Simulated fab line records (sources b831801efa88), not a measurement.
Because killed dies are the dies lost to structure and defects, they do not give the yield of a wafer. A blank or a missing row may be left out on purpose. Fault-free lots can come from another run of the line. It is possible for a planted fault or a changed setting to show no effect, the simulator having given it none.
Comparing a struck lot with a sound one	flow gf180mcu	19 out of 602 route steps
Sound: wafers L614.4, L614.5, L614.6. The struck wafers were L628.1, L628.3, L628.6. The cause comes at the end.
Order at every step that has rows: each side's tool, ch and its chambers, its first start. Under that, the readings that differ: sound wafers	struck wafers	difference of the means	sigmas: that difference in standard deviations of wafers without a fault.
alike: words and numbers the same on both sides, and readings whose means are apart by under 2 such deviations; not compared: readings that were withheld, readings missing a value for some wafer, numbers with overlapping values and no deviation given by the record, and bounds like >300 which may hide the same value.
A row with sigmas, a row that says differs or no value, or rows on one side alone: a step with any of these is where the two part. When numbers do not overlap yet have no deviation, they are printed without sigmas and do not part them. A reading missing from all wafers of one side parts the sides only when that side holds two or more wafers.

GF_V2_CMP_26: polishes, stops on SiO2, t overpolish 15 s, target thk 0 nm.
  sound on cmp-02 ch 0,3, day 21 04:38; struck on cmp-01 ch 1,3, day 25 14:37
  alike: motorCurrentA, overpolishRunS, platenRpm, timeToEndpointS
GF_M3_SPUTTER_00: material Ti, target thk 37.5 nm, time 150 s.
  sound on pvdSputter-01 at day 21 04:53; struck on pvdSputter-03 at day 25 14:52
  alike: chamberPressurePa, throttleValvePct
then, 1 step without rows for these wafers: GF_M3_SPUTTER_01 (material TiN, target thk 30 nm, time 25 s).
GF_M3_SPUTTER_02: material AlCu, target thk 450 nm, time 23.9 s.
  sound on pvdSputter-01 at day 21 05:01; struck on pvdSputter-03 at day 25 15:00
  alike: chamberPressurePa, throttleValvePct
then, 1 step without rows for these wafers: GF_M3_SPUTTER_03 (material Ti, target thk 10 nm, time 6.7 s).
GF_M3_SPUTTER_04: material TiN, target thk 50 nm, time 41.7 s.
  sound on pvdSputter-01 at day 21 05:04; struck on pvdSputter-03 at day 25 15:03
  alike: chamberPressurePa, throttleValvePct
GF_M3_RS_MEAS_05: measures by four-point-probe.
  sound on filmMetro-01 at day 21 05:10; struck on filmMetro-02 at day 25 15:05
  alike: M3_ALCU_RS
GF_M3_THK_MEAS_06: measures by xrf.
  sound on filmMetro-01 at day 21 05:16; struck on filmMetro-02 at day 25 15:13
  alike: M3_ALCU_THK
then, 4 steps without rows for these wafers: GF_M3_DEHYDRATE_07 (time 60 s); GF_M3_HMDS_08 (prime time 60 s); GF_M3_COAT_09 (resist thk 1000 nm); GF_M3_SOFTBAKE_10 (time 57.8 s).
GF_M3_EXPOSE_11: exposes mask Metal3, target cd 280 nm.
  sound on krfScanner-02 ch 0, day 21 17:02; struck on krfScanner-02 ch 0, day 26 02:09
  alike: mask
then, 2 steps without rows for these wafers: GF_M3_PEB_12 (peb time 90 s); GF_M3_DEVELOP_13 (develop time 60 s).
GF_M3_CD_MEAS_14: target cd 280 nm.
  sound on cdSem-02 at day 22 04:44; struck on cdSem-02 at day 26 12:37
reading	sound	struck	difference	sigmas
cdNm (nm)	277.9 277.3 277.7	236.3 200.0 231.3	-55.1	-42
GF_M3_OVL_MEAS_15:
  sound on overlay-02 at day 22 04:49; struck on overlay-02 at day 26 12:44
  alike: M3_OVL
GF_M3_METAL_ETCH_16: etches the open film in Cl2/BCl3, stops on SiO2, target depth 627.5 nm, time 104.6 s.
  sound on rieMetal-04 ch 0,1, day 22 04:52; struck on rieMetal-02 ch 1, day 26 12:47
reading	sound	struck	difference	sigmas
model.M3.cdNm (nm)	272.3 271.4 274.5	235.9 201.4 231.2	-49.9	
  alike: drypumpMotorCurrentA, oesProductAu, throttleValvePct
  not compared: rfHoursCounterH
GF_M3_STRIP_17: strips in O2/N2.
  sound on plasmaAsher-02 ch 0,1, day 22 04:59; struck on plasmaAsher-02 ch 0,1, day 26 12:53
  alike: drypumpMotorCurrentA, heaterPowerW, oesProductAu, stripTimeToEndpointS
  not compared: rfHoursCounterH

== WHERE THEY PART ==
GF_M3_CD_MEAS_14 only, going by this record. Later steps at which nothing parts them and some readings are alike: GF_M3_OVL_MEAS_15, GF_M3_METAL_ETCH_16, GF_M3_STRIP_17.

WHY: what the simulator had put in
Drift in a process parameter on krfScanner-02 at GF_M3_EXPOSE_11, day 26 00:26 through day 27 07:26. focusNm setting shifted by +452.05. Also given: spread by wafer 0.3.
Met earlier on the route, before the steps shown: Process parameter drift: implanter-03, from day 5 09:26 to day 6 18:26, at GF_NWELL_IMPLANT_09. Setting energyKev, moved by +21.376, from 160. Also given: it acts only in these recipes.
